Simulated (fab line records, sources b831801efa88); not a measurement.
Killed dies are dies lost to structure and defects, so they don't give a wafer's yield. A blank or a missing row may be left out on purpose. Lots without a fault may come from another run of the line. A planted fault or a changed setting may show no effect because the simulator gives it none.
Which tool did it? | flow gf180mcu | 13 lots, 39 wafers sampled, at 5 steps of a route of 602

WHAT THE GAUGES READ, wafer by wafer
GF_M1_OVL_MEAS_15. Usual: M1_OVL 1 nm, standard deviation 6.
lot  | measured     | on         | M1_OVL (nm) | flag
L268 | day 17 02:50 | overlay-01 | 3 0 -1      |
L271 | day 18 05:02 | overlay-02 | 3 -7 -3     |
L270 | day 18 07:17 | overlay-02 | -15 -12 -8  |
L274 | day 19 08:51 | overlay-02 | -3 -4 -1    |
L276 | day 20 07:15 | overlay-02 | 3 5 7       |
L278 | day 21 05:05 | overlay-02 | 1 0 3       |
L280 | day 21 14:19 | overlay-01 | -5 1 -1     |
L281 | day 22 05:17 | overlay-01 | 10 0 0      |
L284 | day 22 20:27 | overlay-01 | 7 6 9       |
L285 | day 23 14:23 | overlay-01 | -9 -11 -8   |
L286 | day 23 16:52 | overlay-02 | 8 13 8      |
L287 | day 23 19:06 | overlay-02 | 5 8 6       |
L291 | day 25 12:04 | overlay-01 | -8 -15 -3   |

GF_M2_RS_MEAS_05: measures by four-point-probe. Usual: M2_ALCU_RS 0.0693 ohm/sq, standard deviation 0.00095.
lot  | measured     | on            | M2_ALCU_RS (ohm/sq)                       | flag
L268 | day 18 05:26 | film_metro-01 | 0.0692 0.0695 0.0697                      |
L271 | day 19 08:43 | film_metro-01 | 0.0711 0.0700 0.0699                      |
L270 | day 19 11:02 | film_metro-01 | 0.0700 0.0691 0.0717                      |
L274 | day 20 11:59 | film_metro-03 | 0.0709 0.0681 0.0695                      |
L276 | day 21 09:38 | film_metro-03 | 0.0690 0.0699 0.0690                      |
L278 | day 22 08:14 | film_metro-04 | 0.0690 0.0698 0.0685                      |
L280 | day 22 17:40 | film_metro-01 | 0.0694 0.0682 0.0694                      |
L281 | day 23 07:17 | film_metro-01 | 0.0687 0.0675 0.0692                      |
L284 | day 23 22:19 | film_metro-01 | 7.1853 7.1779 7.1659 7.1823 7.1897 7.1832 | OFF
L285 | day 24 16:37 | film_metro-01 | 7.1233 7.0807 7.1487 7.1326 7.0692 7.1508 | OFF
L286 | day 24 18:35 | film_metro-04 | 7.1787 7.1237 7.1794 7.1863 7.1140 7.1681 | OFF
L287 | day 24 21:46 | film_metro-01 | 0.0696 0.0686 0.0698                      |
L291 | day 26 12:48 | film_metro-04 | 0.0695 0.0713 0.0694                      |

WHICH TOOL RAN EACH LOT (tool, then ch and the chambers of the sampled wafers, then the start)
lot  | GF_M1_STRIP_17                       | GF_V1_CMP_26                  | GF_M2_SPUTTER_02
L268 | plasma_asher-04 ch 0,1, day 17 03:01 | cmp-01 ch 1,2,3, day 18 04:52 | pvd_sputter-01, day 18 05:17
L271 | plasma_asher-01 ch 0,1, day 18 05:10 | cmp-02 ch 0,1,3, day 19 08:10 | pvd_sputter-03, day 19 08:37
L270 | plasma_asher-04 ch 0, day 18 07:25   | cmp-01 ch 0,2,3, day 19 10:36 | pvd_sputter-02, day 19 10:56
L274 | plasma_asher-04 ch 0,1, day 19 09:01 | cmp-01 ch 0,1,2, day 20 11:35 | pvd_sputter-02, day 20 11:52
L276 | plasma_asher-04 ch 0,1, day 20 07:25 | cmp-01 ch 0,2,3, day 21 09:10 | pvd_sputter-01, day 21 09:30
L278 | plasma_asher-02 ch 0,1, day 21 05:13 | cmp-01 ch 0,3, day 22 07:42   | pvd_sputter-01, day 22 08:08
L280 | plasma_asher-04 ch 0,1, day 21 14:28 | cmp-02 ch 1,3, day 22 17:12   | pvd_sputter-01, day 22 17:35
L281 | plasma_asher-01 ch 0, day 22 05:25   | cmp-01 ch 0,2,3, day 23 06:50 | pvd_sputter-01, day 23 07:10
L284 | plasma_asher-01 ch 1, day 22 20:35   | cmp-02 ch 0,1,2, day 23 21:53 | pvd_sputter-02, day 23 22:13
L285 | plasma_asher-04 ch 0,1, day 23 14:34 | cmp-02 ch 2,3, day 24 16:02   | pvd_sputter-01, day 24 16:28
L286 | plasma_asher-01 ch 0,1, day 23 17:01 | cmp-02 ch 0,2,3, day 24 18:04 | pvd_sputter-01, day 24 18:30
L287 | plasma_asher-04 ch 0, day 23 19:14   | cmp-01 ch 0,1,2, day 24 19:53 | pvd_sputter-01, day 24 21:39
L291 | plasma_asher-01 ch 0,1, day 25 12:20 | cmp-02 ch 0,2,3, day 26 12:20 | pvd_sputter-02, day 26 12:43
- GF_M1_STRIP_17: strips in O2/N2.
- GF_V1_CMP_26: polishes, stops on SiO2, t overpolish 15 s, target thk 0 nm.
- GF_M2_SPUTTER_02: material AlCu, target thk 450 nm, time 23.9 s.

WHAT THE TOOLS THEMSELVES READ (means of the sampled wafers that have a number; where no wafer has one, the mark that the record gives instead)
GF_M1_STRIP_17. Usual: drypump_motor_current_A 5.9 A, standard deviation 0.44; heater_power_w 330 W, standard deviation 38; oes_product_au 0.558 a.u., standard deviation 0.0044; strip_time_to_endpoint_s 7.89 s, standard deviation 0.067.
lot  | tool            | drypump_motor_current_A (A) | heater_power_w (W) | oes_product_au (a.u.) | strip_time_to_endpoint_s (s) | flag
L268 | plasma_asher-04 | 6.1                         | 297                | 0.555                 | 7.90                         |
L271 | plasma_asher-01 | 5.9                         | 370                | 0.558                 | 7.86                         |
L270 | plasma_asher-04 | 6.5                         | 307                | 0.559                 | 7.86                         |
L274 | plasma_asher-04 | 5.7                         | 295                | 0.559                 | 7.87                         |
L276 | plasma_asher-04 | 5.7                         | 296                | 0.556                 | 7.93                         |
L278 | plasma_asher-02 | 6.0                         | 334                | 0.560                 | 7.90                         |
L280 | plasma_asher-04 | 6.1                         | 299                | 0.562                 | 7.96                         |
L281 | plasma_asher-01 | 6.1                         | 354                | 0.555                 | 7.79                         |
L284 | plasma_asher-01 | 5.8                         | 400                | 0.560                 | 7.90                         |
L285 | plasma_asher-04 | 5.6                         | 295                | 0.559                 | 7.90                         |
L286 | plasma_asher-01 | 6.0                         | 365                | 0.556                 | 7.90                         |
L287 | plasma_asher-04 | 6.4                         | 313                | 0.560                 | 7.89                         |
L291 | plasma_asher-01 | 6.0                         | 372                | 0.559                 | 7.86                         |

GF_V1_CMP_26. Usual: motor_current_A 10.9 A, standard deviation 1.3; overpolish_run_s 14.999 s, standard deviation 0.01; retaining_ring_pressure_frac 1.000, standard deviation 0.0048; time_to_endpoint_s 85 s, standard deviation 3.4.
lot  | tool   | motor_current_A (A) | overpolish_run_s (s) | retaining_ring_pressure_frac | time_to_endpoint_s (s) | flag
L268 | cmp-01 | 11.0                | 15.003               | 0.999                        | 86                     |
L271 | cmp-02 | 12.4                | 14.998               | 1.003                        | 83                     |
L270 | cmp-01 | 10.8                | 14.993               | 1.001                        | 81                     |
L274 | cmp-01 | 9.8                 | 15.003               | 1.001                        | 87                     |
L276 | cmp-01 | 11.4                | 14.998               | 0.999                        | 85                     |
L278 | cmp-01 | 11.9                | 15.008               | 1.001                        | 85                     |
L280 | cmp-02 | 11.8                | 15.003               | 1.004                        | 81                     |
L281 | cmp-01 | 11.0                | 15.006               | 1.000                        | 88                     |
L284 | cmp-02 | 11.3                | 14.996               | 0.998                        | 84                     |
L285 | cmp-02 | 10.7                | 14.999               | 1.006                        | 86                     |
L286 | cmp-02 | 11.1                | 14.997               | 0.994                        | 87                     |
L287 | cmp-01 | 9.5                 | 14.989               | 1.003                        | 84                     |
L291 | cmp-02 | 11.3                | 14.998               | 0.999                        | 89                     |

GF_M2_SPUTTER_02. Usual: cathode_dc_power_W 10600 W, standard deviation 2; chamber_pressure_pa 0.3999 Pa, standard deviation 0.00084; throttle_valve_pct 30.1 %, standard deviation 0.94.
lot  | tool           | cathode_dc_power_W (W) | chamber_pressure_pa (Pa) | throttle_valve_pct (%) | flag
L268 | pvd_sputter-01 | 10601                  | 0.4005                   | 30.3                   |
L271 | pvd_sputter-03 | 10600                  | 0.4009                   | 30.4                   |
L270 | pvd_sputter-02 | 10599                  | 0.3997                   | 29.8                   |
L274 | pvd_sputter-02 | 10599                  | 0.4001                   | 29.6                   |
L276 | pvd_sputter-01 | 10600                  | 0.3993                   | 29.9                   |
L278 | pvd_sputter-01 | 10599                  | 0.3998                   | 30.2                   |
L280 | pvd_sputter-01 | 10600                  | 0.4002                   | 29.9                   |
L281 | pvd_sputter-01 | 10600                  | 0.4003                   | 29.8                   |
L284 | pvd_sputter-02 | -                      | -                        | -                      | OFF
L285 | pvd_sputter-01 | -                      | -                        | -                      | OFF
L286 | pvd_sputter-01 | -                      | -                        | -                      | OFF
L287 | pvd_sputter-01 | 10599                  | 0.3997                   | 30.3                   |
L291 | pvd_sputter-02 | 10599                  | 0.4003                   | 29.7                   |

THE ANSWER, worked out from the rows above alone
Rule: a lot is off if the mean of its wafers that have a number lies more than 3 standard deviations from the usual mean. A lot without any number at a reading at which 4 lots or more have one is off too. The other lots that the step has rows for count as sound. The gauges are gone through in route order, then the tools' own readings, and for those a lot's mean is taken as printed above. The first step at which some lot is off is used, and at that step the reading that is off furthest; a lot without a number counts as furthest.
Off: L284, L285, L286, at GF_M2_RS_MEAS_05 (M2_ALCU_RS).
A tool fits if, at a process step before that reading, it ran every lot that is off, and no sound lot after the first of them. The gauges at GF_M2_RS_MEAS_05 aren't tried: what is off there is off at GF_M2_SPUTTER_02 too, on other tools, and a gauge's error can't cause that. None of those tried fits.

WHAT THE SIMULATOR HAD PUT IN
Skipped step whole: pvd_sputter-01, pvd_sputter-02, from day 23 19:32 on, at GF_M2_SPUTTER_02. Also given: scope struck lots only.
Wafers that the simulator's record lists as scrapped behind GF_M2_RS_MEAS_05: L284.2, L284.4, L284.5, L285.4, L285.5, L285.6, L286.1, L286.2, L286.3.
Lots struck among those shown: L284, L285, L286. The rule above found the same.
